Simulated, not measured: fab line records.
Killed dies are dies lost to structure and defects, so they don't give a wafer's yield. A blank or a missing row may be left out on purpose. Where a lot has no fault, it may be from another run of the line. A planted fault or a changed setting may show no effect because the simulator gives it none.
Code-filled problem report in 8D (eight disciplines) form / flow gf180mcu / the parts of the form that need people (team, actions taken, sign-off) are left out

## 1. THE ISSUE
At GF_STI_STRIP_15, stripTimeToEndpointS averages 2.44 s over 4 wafers from 3 lots, while fault-free wafers read 3.71 s, standard deviation 0.077. That is -16 standard deviations from the usual mean.
The step: strips in O2/N2.
First observed at day 3 06:36: wafer L231.5, on plasmaAsher-01. The record holds 38 wafers of 13 lots with a number at this step. Rule for "out" (also "out of limits"): further than 4 standard deviations from the usual mean. The other wafers with a number count as sound.

## 2. WHAT IT IS; WHAT IT IS NOT
question=which readings at this step | is=stripTimeToEndpointS, oesProductAu | is not=drypumpMotorCurrentA, heaterPowerW
question=which lots | is=L231, L232, L236 | is not=L227, L228, L229, L242, L243, L244, L246, L247, L248, L249
question=which wafers of those lots | is=L231.5, L232.3, L236.3, L236.5 | is not=L231.1, L231.4, L232.2, L236.6
question=read on which tools | is=plasmaAsher-01, plasmaAsher-02 | is not=plasmaAsher-03
question=when | is=from day 3 06:36 | is not=up to then (11 sound wafers); but 23 sound wafers of L232, L236, L242, L243, L244, L246, L247, L248, L249 came after

## 3. SUSPECTS, AND WHAT RULES EACH OUT
Counting: if a tool at a process step up to the reading ran every lot that is out, it stays a suspect. Sound lots after the first of them don't rule it out here, since some wafers of a struck lot are sound.
- rieDiel-02 at GF_STI_ETCH_13 (etches the open film in CHF3/O2, stops on Si, target depth 282.31 nm, time 112.9 s): kept. Every lot that is out went through it, the first being L231 (day 3 06:27); the last sound lot it ran before that was L229 (day 2 17:27).
The count leaves rieDiel-02 at GF_STI_ETCH_13.

## 4. THE CAUSE (what the simulator had put in)
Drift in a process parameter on rieDiel-02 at GF_STI_ETCH_13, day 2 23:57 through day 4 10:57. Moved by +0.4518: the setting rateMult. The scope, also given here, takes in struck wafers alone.
The count eliminated every tool but this one.

## 5. THE CHAIN OF EFFECTS, in route order
Each row: a reading where the mean over the struck wafers with a number is more than 3 standard deviations away from the usual. Only readings whose record carries a usual standard deviation are examined. hours: median over the lots of the time between each lot's start at the first step of this table that gives one and its start at this step. sigmas: the change, counted in usual standard deviations.
hours=0; step=GF_STI_STRIP_15; reading=oesProductAu; usual=0.383 a.u.; on struck wafers=0.332; change=-0.051; sigmas=-9.3
hours=0; step=GF_STI_STRIP_15; reading=stripTimeToEndpointS; usual=3.71 s; on struck wafers=2.44; change=-1.27; sigmas=-16
Process steps it contains:
- GF_STI_STRIP_15: strips in O2/N2.
Later measuring or inspecting steps at which every struck wafer that the step has a row for has a number for every such reading, and none has moved that far: GF_LVPWELL_TW_MEAS_11, GF_VT_IMPLANT_TW_MEAS_10, GF_VT_IMPLANT_OVL_MEAS_29.

## 6. WHAT WOULD HAVE CAUGHT IT SOONER
7 hours passed between the start of the fault at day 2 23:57 and the first reading out of limits in this record, taken at day 3 06:36.
Of the tool readings at GF_STI_ETCH_13 for which the record gives a usual standard deviation, none was out on any struck wafer, so an alarm limit of 4 standard deviations on them would not have fired.
Lots out: 3; of these, L232, L236 started GF_STI_ETCH_13 on rieDiel-02 after day 3 06:36. A hold on the tool at that time would have spared those 2.
